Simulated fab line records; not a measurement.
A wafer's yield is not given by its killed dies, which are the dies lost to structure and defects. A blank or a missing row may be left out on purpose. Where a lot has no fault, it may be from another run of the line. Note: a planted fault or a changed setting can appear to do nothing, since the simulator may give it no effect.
Comparing a struck lot with a sound one -- flow sky130 -- 15 out of 708 route steps
Sound: wafers L640.1, L640.2, L640.6. The struck wafers were L636.2, L636.3, L636.6. At the end, the cause is stated.
At each step with rows: each side's tool, then ch and its chambers, then its first start. Under that, the readings that differ: sound wafers -- struck wafers -- difference of the means -- sigmas: that difference in standard deviations of wafers without a fault.
alike: words and numbers the same on both sides, and readings whose means are apart by under 2 such deviations; not compared: readings that were withheld, readings missing a value for some wafer, numbers with overlapping values and no deviation given by the record, and bounds like >300 which may hide the same value.
The two part at a step that has a row with sigmas, a row that says differs or no value, or rows on one side only. When numbers do not overlap yet have no deviation, they are printed without sigmas and do not part them. A reading missing from all wafers of one side parts the sides only when that side holds two or more wafers.

first, 2 steps without rows for these wafers: SKY_METAL3_CLEAN_22 (cleans in O3/DIW); SKY_VIA3_HDPCVD_00 (deposits SiO2, target thk 1635 nm, time 272.5 s).
SKY_VIA3_THK_MEAS_01:
  sound on film_metro-04 at day 44 03:16; struck on film_metro-02 at day 43 10:47
  alike: VIA3_HDPCVD_THK
SKY_VIA3_CMP_02: polishes SiO2.
  sound on cmp-01 ch 0,2,3, day 44 03:25; struck on cmp-01 ch 0,2, day 43 10:50
  alike: motor_current_A
SKY_VIA3_BOW_MEAS_03:
  sound on film_metro-02 at day 44 03:37; struck on film_metro-01 at day 43 11:09
  alike: VIA3_BOW
then, 7 steps without rows for these wafers: SKY_VIA3_DEHYDRATE_04 (time 60 s); SKY_VIA3_HMDS_05 (prime time 60 s); SKY_VIA3_COAT_06 (resist thk 60 nm); SKY_VIA3_COAT_07 (resist thk 450 nm); SKY_VIA3_SOFTBAKE_08 (time 90 s); SKY_VIA3_EXPOSE_09 (exposes mask VIM3, target cd 200 nm); SKY_VIA3_PEB_10.
SKY_VIA3_DEVELOP_11: develop time 60 s.
  sound on litho_track-04 ch 0, day 45 02:00; struck on litho_track-01 ch 0, day 44 10:00
reading,sound,struck,difference,sigmas
developer_temp_C (C),21.06 21.01 21.19,20.17 20.27 20.20,-0.87,-9
SKY_VIA3_CD_MEAS_12: target cd 200 nm.
  sound on cd_sem-01 at day 45 02:49; struck on cd_sem-02 at day 44 10:57
reading,sound,struck,difference,sigmas
cd_nm (nm),200.0 201.3 201.1,195.9 194.8 196.1,-5.2,-3
-- the record jumps here: 5 days lie between the struck wafers' starts before and after (it left off in module VIA3 and takes up again in module PAD_OPEN, whose first step shown is number 708 of the route) --
SKY_PAD_OPEN_PROBE_99:
  sound on prober-01 at day 50 12:27; struck on prober-02 at day 49 22:39
reading,sound,struck,difference,sigmas
model.etest.nfet_16v.r_on_ohm_um,1.414e+04 1.415e+04 1.438e+04,1.563e+04 1.564e+04 1.543e+04,+1.343e+03,
model.etest.tip_sonos.rs_ohm_sq,2662 2637 2661,3436 3352 3446,+758,
model.etest.pfet_g5v0d10v5.r_on_ohm_um,4687 4637 4755,5148 5109 5156,+445,
model.etest.nfet_g5v0d10v5.r_on_ohm_um,1861 1851 1888,2088 2072 2086,+215,
model.etest.nfet_g5v0d10v5.drive_ua_um,613.1 618.5 599.2,504.6 509.6 505.5,-103.7,
model.etest.nfet_05v0_nvt.drive_ua_um,585.8 591.4 575.6,487.1 494.6 485.5,-95.2,
model.etest.pfet_g5v0d10v5.drive_ua_um,347.2 351.2 341.7,302.9 306.5 300.2,-43.5,
  alike: killed_at_M0_to_M3, killed_at_M4_up, killed_at_contacts, killed_at_front_end, killed_at_other, killed_dies, killed_on_rim, killed_open, killed_short
  not compared: model.etest.pfet_16v.r_on_ohm_um

WHERE THEY PART
Earliest at SKY_VIA3_DEVELOP_11; latest, in this record, at SKY_VIA3_CD_MEAS_12. Later steps at which nothing parts them and some readings are alike: SKY_PAD_OPEN_PROBE_99.

WHY: what the simulator had put in
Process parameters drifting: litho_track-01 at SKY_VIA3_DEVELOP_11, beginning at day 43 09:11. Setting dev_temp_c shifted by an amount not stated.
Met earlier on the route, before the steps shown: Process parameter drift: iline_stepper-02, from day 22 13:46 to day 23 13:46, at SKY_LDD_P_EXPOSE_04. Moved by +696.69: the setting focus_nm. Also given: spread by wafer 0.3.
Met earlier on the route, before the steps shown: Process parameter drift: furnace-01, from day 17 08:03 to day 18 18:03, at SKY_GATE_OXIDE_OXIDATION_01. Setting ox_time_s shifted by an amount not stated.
